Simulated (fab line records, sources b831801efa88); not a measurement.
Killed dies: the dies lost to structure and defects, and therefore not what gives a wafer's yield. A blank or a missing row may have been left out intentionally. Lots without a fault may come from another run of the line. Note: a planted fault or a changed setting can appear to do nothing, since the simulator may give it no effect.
A lot that was struck, set against a sound lot	flow sfq-line	14 steps out of a route of 325
Sound: the wafers L510.2, L510.3, L510.5. Wafers struck: L498.3, L498.5, L498.6. At the end, the cause is stated.
Each step with rows lists, per side, the tool, then ch with its chambers, then its first start. Under that, the readings that differ: sound wafers	struck wafers	difference of the means	sigmas: that difference in standard deviations of wafers without a fault.
alike: words and numbers the same on both sides, and readings whose means are apart by under 2 such deviations; not compared: readings that were withheld, readings missing a value for some wafer, numbers with overlapping values and no deviation given by the record, and bounds like >300 which may hide the same value.
The two part at a step that has a row with sigmas, a row that says differs or no value, or rows on one side only. Numbers that don't overlap but have no deviation are shown without sigmas and don't part them. A reading missing from all wafers of one side parts the sides only when that side holds two or more wafers.

first, 6 steps without rows for these wafers: SFQ_TRILAYER_M0_LITHO_COAT_026 (resist thk 62 nm); SFQ_TRILAYER_M0_LITHO_COAT_021 (resist thk 600 nm); SFQ_TRILAYER_M0_LITHO_SOFTBAKE_025; SFQ_TRILAYER_M0_LITHO_EXPOSE_022 (exposes mask M0, target cd 500 nm); SFQ_TRILAYER_M0_LITHO_PEB_024 (peb time 60 s); SFQ_TRILAYER_M0_LITHO_DEVELOP_023 (time 60 s).
SFQ_M0_OVL_MEAS_906:
  sound on overlay-01, day 12 19:27; struck on overlay-01, day 9 09:58
  alike: M0_OVL
SFQ_TRILAYER_M0_BARC_OPEN_METAL_ETCH_031: etches BARC in O2, target depth 125 nm, time 41.7 s.
  sound on rie-metal-02 ch 0, day 12 19:29; struck on rie-metal-02 ch 0,1, day 9 10:00
  alike: drypump-motor-current-A, oes-product-au
  not compared: rf-hours-counter-h
SFQ_TRILAYER_M0_ETCH_METAL_ETCH_024: etches Nb in Cl2/Ar, stops on SiO2, target depth 240 nm, time 120 s.
  sound on rie-metal-02 ch 0, day 12 19:32; struck on rie-metal-02 ch 0,1, day 9 10:05
  alike: drypump-motor-current-A, oes-product-au
  not compared: rf-hours-counter-h
SFQ_TRILAYER_M0_STRIP_STRIP_025: strips in O2.
  sound on rie-metal-02 ch 0, day 12 19:40; struck on rie-metal-02 ch 0,1, day 9 10:22
  alike: drypump-motor-current-A, oes-product-au
  not compared: rf-hours-counter-h
then, 1 step without rows for these wafers: SFQ_TRILAYER_M0_STRIP_SOLV_CLEAN_026 (cleans in NMP, time 600 s).
SFQ_TRILAYER_I0_DEP_PECVD_027: deposits SiO2 from SiH4/N2O, time 111.11 s, target thk 500 nm.
  sound on pecvd-01 ch 0,1,2, day 12 20:26; struck on pecvd-04 ch 0,1,2, day 9 10:56
  alike: heater-power-outer-w, heater-power-w, throttle-valve-pct
SFQ_TRILAYER_I0_CMP_CMP_028: polishes SiO2.
  sound on cmp-01 ch 0,1, day 12 23:25; struck on cmp-01 ch 0,2,3, day 9 16:05
reading	sound	struck	difference	sigmas
platen-rpm (rpm)	60.10 60.07 60.04	66.04 65.94 65.97	+5.91	+99 or more
time-to-endpoint-s (s)	211 212 234	202 196 204	-18	-2
  alike: motor-current-A
SFQ_I0_BOW_MEAS_907:
  sound on film-metro-01, day 13 01:56; struck on film-metro-01, day 9 18:07
  alike: I0_BOW

== WHERE THEY PART ==
SFQ_TRILAYER_I0_CMP_CMP_028 only, going by this record. Later steps at which nothing parts them and some readings are alike: SFQ_I0_BOW_MEAS_907.

WHY: whatever the simulator had introduced
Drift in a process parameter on cmp-01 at SFQ_TRILAYER_I0_CMP_CMP_028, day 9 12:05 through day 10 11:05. The setting platen-rpm was moved by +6, starting from 60. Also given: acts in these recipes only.
